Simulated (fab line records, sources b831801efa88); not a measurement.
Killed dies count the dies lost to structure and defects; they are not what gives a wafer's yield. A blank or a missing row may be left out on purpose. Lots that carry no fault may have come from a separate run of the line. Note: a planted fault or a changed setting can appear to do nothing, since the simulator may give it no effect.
What tool caused it? || flow gf180mcu || Sampling: 15 lots, 45 wafers, 6 of 602 route steps

## WHAT EACH GAUGE READ, for each wafer
GF_STI_THK_MEAS_22. Usual: for STI_OXIDATION_01_THK the level is 14.95 nm and the standard deviation is 0.29.
{"lot": "L536", "measured": "day 2 08:28", "on": "film_metro-03", "STI_OXIDATION_01_THK (nm)": "14.95 14.93 14.83", "flag": ""}
{"lot": "L537", "measured": "day 2 13:01", "on": "film_metro-03", "STI_OXIDATION_01_THK (nm)": "14.33 14.29 14.32", "flag": ""}
{"lot": "L538", "measured": "day 2 20:04", "on": "film_metro-03", "STI_OXIDATION_01_THK (nm)": "14.91 14.89 15.18", "flag": ""}
{"lot": "L539", "measured": "day 3 02:41", "on": "film_metro-03", "STI_OXIDATION_01_THK (nm)": "14.50 14.46 14.40", "flag": ""}
{"lot": "L541", "measured": "day 3 16:47", "on": "film_metro-04", "STI_OXIDATION_01_THK (nm)": "15.15 15.38 15.03", "flag": ""}
{"lot": "L546", "measured": "day 4 14:17", "on": "film_metro-04", "STI_OXIDATION_01_THK (nm)": "15.05 14.66 15.06", "flag": ""}
{"lot": "L550", "measured": "day 5 08:34", "on": "film_metro-03", "STI_OXIDATION_01_THK (nm)": "14.63 14.78 14.75", "flag": ""}
{"lot": "L551", "measured": "day 5 13:34", "on": "film_metro-01", "STI_OXIDATION_01_THK (nm)": "15.16 15.19 15.20", "flag": ""}
{"lot": "L552", "measured": "day 5 19:49", "on": "film_metro-01", "STI_OXIDATION_01_THK (nm)": "14.93 14.80 15.22", "flag": ""}
{"lot": "L553", "measured": "day 6 01:01", "on": "film_metro-01", "STI_OXIDATION_01_THK (nm)": "14.53 14.84 14.81", "flag": ""}
{"lot": "L554", "measured": "day 6 05:05", "on": "film_metro-01", "STI_OXIDATION_01_THK (nm)": "14.58 14.88 14.73", "flag": ""}
{"lot": "L555", "measured": "day 6 11:23", "on": "film_metro-04", "STI_OXIDATION_01_THK (nm)": "14.80 15.22 14.99", "flag": ""}
{"lot": "L556", "measured": "day 6 15:58", "on": "film_metro-03", "STI_OXIDATION_01_THK (nm)": "14.94 14.88 15.37", "flag": ""}
{"lot": "L557", "measured": "day 6 21:08", "on": "film_metro-01", "STI_OXIDATION_01_THK (nm)": "14.94 15.14 14.95", "flag": ""}
{"lot": "L558", "measured": "day 7 01:00", "on": "film_metro-03", "STI_OXIDATION_01_THK (nm)": "15.13 15.24 15.29", "flag": ""}

GF_NWELL_TW_MEAS_11. Usual: for NWELL_TW the level is 1564 and the standard deviation is 16.
{"lot": "L536", "measured": "day 3 11:59", "on": "film_metro-04", "NWELL_TW": "1594 1591 1588", "flag": ""}
{"lot": "L537", "measured": "day 3 16:34", "on": "film_metro-02", "NWELL_TW": "1548 1559 1548", "flag": ""}
{"lot": "L538", "measured": "day 3 23:58", "on": "film_metro-02", "NWELL_TW": "1551 1548 1557", "flag": ""}
{"lot": "L539", "measured": "day 4 13:31", "on": "film_metro-01", "NWELL_TW": "1936 1939 1946 1942 1939 1942", "flag": "OFF"}
{"lot": "L541", "measured": "day 5 00:26", "on": "film_metro-02", "NWELL_TW": "1893 1883 1901 1885 1883 1894", "flag": "OFF"}
{"lot": "L546", "measured": "day 5 22:17", "on": "film_metro-01", "NWELL_TW": "1921 1927 1924 1914 1909 1921", "flag": "OFF"}
{"lot": "L550", "measured": "day 6 18:51", "on": "film_metro-01", "NWELL_TW": "1579 1579 1572", "flag": ""}
{"lot": "L551", "measured": "day 6 23:03", "on": "film_metro-01", "NWELL_TW": "1572 1575 1565", "flag": ""}
{"lot": "L552", "measured": "day 7 06:28", "on": "film_metro-01", "NWELL_TW": "1553 1550 1553", "flag": ""}
{"lot": "L553", "measured": "day 7 10:28", "on": "film_metro-02", "NWELL_TW": "1551 1553 1545", "flag": ""}
{"lot": "L554", "measured": "day 7 15:34", "on": "film_metro-01", "NWELL_TW": "1553 1559 1559", "flag": ""}
{"lot": "L555", "measured": "day 7 21:34", "on": "film_metro-04", "NWELL_TW": "1579 1586 1585", "flag": ""}
{"lot": "L556", "measured": "day 8 03:16", "on": "film_metro-01", "NWELL_TW": "1571 1576 1567", "flag": ""}
{"lot": "L557", "measured": "day 8 06:47", "on": "film_metro-01", "NWELL_TW": "1570 1570 1572", "flag": ""}
{"lot": "L558", "measured": "day 8 11:16", "on": "film_metro-01", "NWELL_TW": "1568 1567 1567", "flag": ""}

GF_VT_IMPLANT_RS_MEAS_47: measurement is done with a four-point probe. Usual: for NWELL_RS the level is 488.1 ohm/sq and the standard deviation is 1.2.
{"lot": "L536", "measured": "day 7 19:16", "on": "film_metro-02", "NWELL_RS (ohm/sq)": "486.8 487.7 485.5", "flag": ""}
{"lot": "L537", "measured": "day 7 23:47", "on": "film_metro-01", "NWELL_RS (ohm/sq)": "489.6 487.7 489.3", "flag": ""}
{"lot": "L538", "measured": "day 8 07:58", "on": "film_metro-04", "NWELL_RS (ohm/sq)": "488.0 488.5 488.5", "flag": ""}
{"lot": "L539", "measured": "day 8 23:05", "on": "film_metro-01", "NWELL_RS (ohm/sq)": "348.9 349.2 349.6 349.4 350.1 349.9", "flag": "OFF"}
{"lot": "L541", "measured": "day 9 13:40", "on": "film_metro-04", "NWELL_RS (ohm/sq)": "349.2 349.7 349.9 348.9 349.0 349.7", "flag": "OFF"}
{"lot": "L546", "measured": "day 10 16:37", "on": "film_metro-01", "NWELL_RS (ohm/sq)": "349.6 350.6 350.3 349.8 350.3 350.2", "flag": "OFF"}
{"lot": "L550", "measured": "day 11 16:19", "on": "film_metro-01", "NWELL_RS (ohm/sq)": "490.1 490.3 489.5", "flag": ""}
{"lot": "L551", "measured": "day 11 23:41", "on": "film_metro-02", "NWELL_RS (ohm/sq)": "487.4 489.5 488.3", "flag": ""}
{"lot": "L552", "measured": "day 12 08:13", "on": "film_metro-02", "NWELL_RS (ohm/sq)": "489.4 486.4 487.5", "flag": ""}
{"lot": "L553", "measured": "day 12 12:28", "on": "film_metro-04", "NWELL_RS (ohm/sq)": "487.7 488.0 486.7", "flag": ""}
{"lot": "L554", "measured": "day 12 19:56", "on": "film_metro-04", "NWELL_RS (ohm/sq)": "489.1 490.1 489.0", "flag": ""}
{"lot": "L555", "measured": "day 13 03:37", "on": "film_metro-02", "NWELL_RS (ohm/sq)": "488.5 489.5 488.9", "flag": ""}
{"lot": "L556", "measured": "day 13 08:35", "on": "film_metro-02", "NWELL_RS (ohm/sq)": "487.5 488.9 489.2", "flag": ""}
{"lot": "L557", "measured": "day 13 16:26", "on": "film_metro-02", "NWELL_RS (ohm/sq)": "488.0 488.7 487.6", "flag": ""}
{"lot": "L558", "measured": "day 13 19:22", "on": "film_metro-02", "NWELL_RS (ohm/sq)": "488.9 487.7 487.6", "flag": ""}

GF_DUAL_GATE_THK_MEAS_03. Usual: for DUAL_GATE_OXIDATION_00_THK the level is 10.97 nm and the standard deviation is 0.19.
{"lot": "L536", "measured": "day 8 03:25", "on": "film_metro-04", "DUAL_GATE_OXIDATION_00_THK (nm)": "11.07 11.14 10.99", "flag": ""}
{"lot": "L537", "measured": "day 8 03:23", "on": "film_metro-01", "DUAL_GATE_OXIDATION_00_THK (nm)": "10.98 10.86 10.88", "flag": ""}
{"lot": "L538", "measured": "day 8 14:20", "on": "film_metro-03", "DUAL_GATE_OXIDATION_00_THK (nm)": "11.31 11.17 11.21", "flag": ""}
{"lot": "L550", "measured": "day 11 19:13", "on": "film_metro-01", "DUAL_GATE_OXIDATION_00_THK (nm)": "10.57 10.67 10.66", "flag": ""}
{"lot": "L551", "measured": "day 12 01:40", "on": "film_metro-03", "DUAL_GATE_OXIDATION_00_THK (nm)": "11.18 11.26 11.10", "flag": ""}
{"lot": "L552", "measured": "day 12 11:26", "on": "film_metro-04", "DUAL_GATE_OXIDATION_00_THK (nm)": "10.80 10.94 10.89", "flag": ""}
{"lot": "L553", "measured": "day 12 14:27", "on": "film_metro-03", "DUAL_GATE_OXIDATION_00_THK (nm)": "10.69 10.96 10.80", "flag": ""}
{"lot": "L554", "measured": "day 12 21:56", "on": "film_metro-01", "DUAL_GATE_OXIDATION_00_THK (nm)": "11.01 10.84 11.05", "flag": ""}
{"lot": "L555", "measured": "day 13 05:44", "on": "film_metro-04", "DUAL_GATE_OXIDATION_00_THK (nm)": "11.22 11.10 11.24", "flag": ""}
{"lot": "L556", "measured": "day 13 11:47", "on": "film_metro-01", "DUAL_GATE_OXIDATION_00_THK (nm)": "10.91 11.10 10.99", "flag": ""}
{"lot": "L557", "measured": "day 13 18:32", "on": "film_metro-03", "DUAL_GATE_OXIDATION_00_THK (nm)": "11.30 11.45 11.24", "flag": ""}
{"lot": "L558", "measured": "day 13 21:34", "on": "film_metro-01", "DUAL_GATE_OXIDATION_00_THK (nm)": "11.24 11.31 11.13", "flag": ""}

GF_CONTACT_THK_MEAS_03. Usual: for CONTACT_CVD_02_THK the level is 865 nm and the standard deviation is 12.
{"lot": "L536", "measured": "day 16 02:29", "on": "film_metro-02", "CONTACT_CVD_02_THK (nm)": "856 861 866", "flag": ""}
{"lot": "L537", "measured": "day 16 03:39", "on": "film_metro-02", "CONTACT_CVD_02_THK (nm)": "856 856 870", "flag": ""}
{"lot": "L538", "measured": "day 16 07:54", "on": "film_metro-01", "CONTACT_CVD_02_THK (nm)": "872 858 869", "flag": ""}
{"lot": "L550", "measured": "day 20 12:43", "on": "film_metro-04", "CONTACT_CVD_02_THK (nm)": "871 876 892", "flag": ""}
{"lot": "L551", "measured": "day 20 22:59", "on": "film_metro-02", "CONTACT_CVD_02_THK (nm)": "851 853 866", "flag": ""}
{"lot": "L552", "measured": "day 21 09:10", "on": "film_metro-01", "CONTACT_CVD_02_THK (nm)": "868 864 867", "flag": ""}
{"lot": "L553", "measured": "day 21 12:23", "on": "film_metro-02", "CONTACT_CVD_02_THK (nm)": "868 893 883", "flag": ""}
{"lot": "L554", "measured": "day 21 18:22", "on": "film_metro-04", "CONTACT_CVD_02_THK (nm)": "869 872 885", "flag": ""}
{"lot": "L555", "measured": "day 22 05:23", "on": "film_metro-02", "CONTACT_CVD_02_THK (nm)": "873 875 880", "flag": ""}
{"lot": "L556", "measured": "day 22 16:13", "on": "film_metro-01", "CONTACT_CVD_02_THK (nm)": "863 861 867", "flag": ""}
{"lot": "L557", "measured": "day 22 19:53", "on": "film_metro-02", "CONTACT_CVD_02_THK (nm)": "865 870 867", "flag": ""}
{"lot": "L558", "measured": "day 23 00:49", "on": "film_metro-01", "CONTACT_CVD_02_THK (nm)": "846 874 858", "flag": ""}

## WHAT TOOL EACH LOT RAN ON (gives the tool, then ch and the chambers of the sampled wafers, and finally the start)
{"lot": "L536", "GF_NWELL_IMPLANT_08": "implanter-02 ch 0, day 3 11:37"}
{"lot": "L537", "GF_NWELL_IMPLANT_08": "implanter-02 ch 0, day 3 16:10"}
{"lot": "L538", "GF_NWELL_IMPLANT_08": "implanter-02 ch 0, day 3 23:34"}
{"lot": "L539", "GF_NWELL_IMPLANT_08": "implanter-02 ch 0, day 4 12:47"}
{"lot": "L541", "GF_NWELL_IMPLANT_08": "implanter-03 ch 0, day 4 23:45"}
{"lot": "L546", "GF_NWELL_IMPLANT_08": "implanter-03 ch 0, day 5 21:35"}
{"lot": "L550", "GF_NWELL_IMPLANT_08": "implanter-02 ch 0, day 6 18:27"}
{"lot": "L551", "GF_NWELL_IMPLANT_08": "implanter-02 ch 0, day 6 22:35"}
{"lot": "L552", "GF_NWELL_IMPLANT_08": "implanter-03 ch 0, day 7 06:04"}
{"lot": "L553", "GF_NWELL_IMPLANT_08": "implanter-02 ch 0, day 7 10:05"}
{"lot": "L554", "GF_NWELL_IMPLANT_08": "implanter-02 ch 0, day 7 15:05"}
{"lot": "L555", "GF_NWELL_IMPLANT_08": "implanter-03 ch 0, day 7 21:10"}
{"lot": "L556", "GF_NWELL_IMPLANT_08": "implanter-04 ch 0, day 8 02:52"}
{"lot": "L557", "GF_NWELL_IMPLANT_08": "implanter-02 ch 0, day 8 06:23"}
{"lot": "L558", "GF_NWELL_IMPLANT_08": "implanter-03 ch 0, day 8 10:53"}
- GF_NWELL_IMPLANT_08

## AS READ BY THE TOOLS THEMSELVES (means over the sampled wafers that have a number; for cases with no such wafer, the mark the record gives instead)
The record holds no such reading with a usual standard deviation.

## THE ANSWER, worked out from the rows above alone
Rule: lot off if the mean of its wafers having a number is beyond 3 standard deviations from the usual mean. A lot without any number at a reading at which 4 lots or more have one is off too. The other lots that the step has rows for count as sound. The gauges are gone through in route order, then the tools' own readings, and for those a lot's mean is taken as printed above. The first step at which some lot is off is used, and at that step the reading that is off furthest; a lot without a number counts as furthest.
Off: at GF_NWELL_TW_MEAS_11 (NWELL_TW), L539, L541, L546.
A tool fits if, at a process step before that reading, it ran every lot that is off, and no sound lot after the first of them. The gauges at GF_NWELL_TW_MEAS_11 are tried like those tools. Of those tried, none fits.

## WHAT THE SIMULATOR HAD INSERTED
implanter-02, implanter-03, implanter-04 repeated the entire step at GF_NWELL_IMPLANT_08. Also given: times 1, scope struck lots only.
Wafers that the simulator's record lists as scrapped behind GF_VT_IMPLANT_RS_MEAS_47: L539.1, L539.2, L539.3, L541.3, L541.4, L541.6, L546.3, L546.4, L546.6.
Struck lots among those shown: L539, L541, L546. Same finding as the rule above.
